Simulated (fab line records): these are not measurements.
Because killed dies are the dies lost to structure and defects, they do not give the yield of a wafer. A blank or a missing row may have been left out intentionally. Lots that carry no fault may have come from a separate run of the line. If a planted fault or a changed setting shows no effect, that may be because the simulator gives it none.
What tool caused it? | flow sky130 | 6 lots (18 wafers sampled), 1 step of a 708-step route

## WHAT THE GAUGES SHOWED, per wafer
SKY_FIELD_ISO_THK_MEAS_02.
lot  | measured    | on            | FIELD_ISO_OXIDATION_00_THK (nm)
L594 | day 1 16:38 | film_metro-02 | 12.00 11.91 11.90
L597 | day 2 09:18 | film_metro-03 | 11.91 11.88 11.86
L600 | day 3 01:35 | film_metro-01 | 12.23 12.11 12.15
L607 | day 4 09:58 | film_metro-01 | 11.83 11.66 11.95
L612 | day 5 11:09 | film_metro-02 | 12.05 12.05 11.97
L615 | day 6 01:38 | film_metro-02 | 11.48 11.52 11.78

## WHICH TOOL RAN EACH LOT (tool, then ch and the chambers of the sampled wafers, then the start)
The record shows no process step preceding these readings.

## THE ANSWER, worked out from the rows above alone
Rule: what is usual is taken from the lots themselves. Put in order of their means at a reading, lots are off if they are a third of the lots or fewer, leave a main group of 4 or more, and stand apart from it by a gap of 3 or more times the standard deviation of the main group's means; of several such gaps the widest counts. Not used: any main group whose means are identical at the precision the tables above print for the reading. A lot without any number at a reading at which 4 lots or more have one is off too. The other lots that the step has rows for count as sound.
No lot is off at any reading shown: from this, nothing can be told.

## WHAT WAS PUT IN BY THE SIMULATOR
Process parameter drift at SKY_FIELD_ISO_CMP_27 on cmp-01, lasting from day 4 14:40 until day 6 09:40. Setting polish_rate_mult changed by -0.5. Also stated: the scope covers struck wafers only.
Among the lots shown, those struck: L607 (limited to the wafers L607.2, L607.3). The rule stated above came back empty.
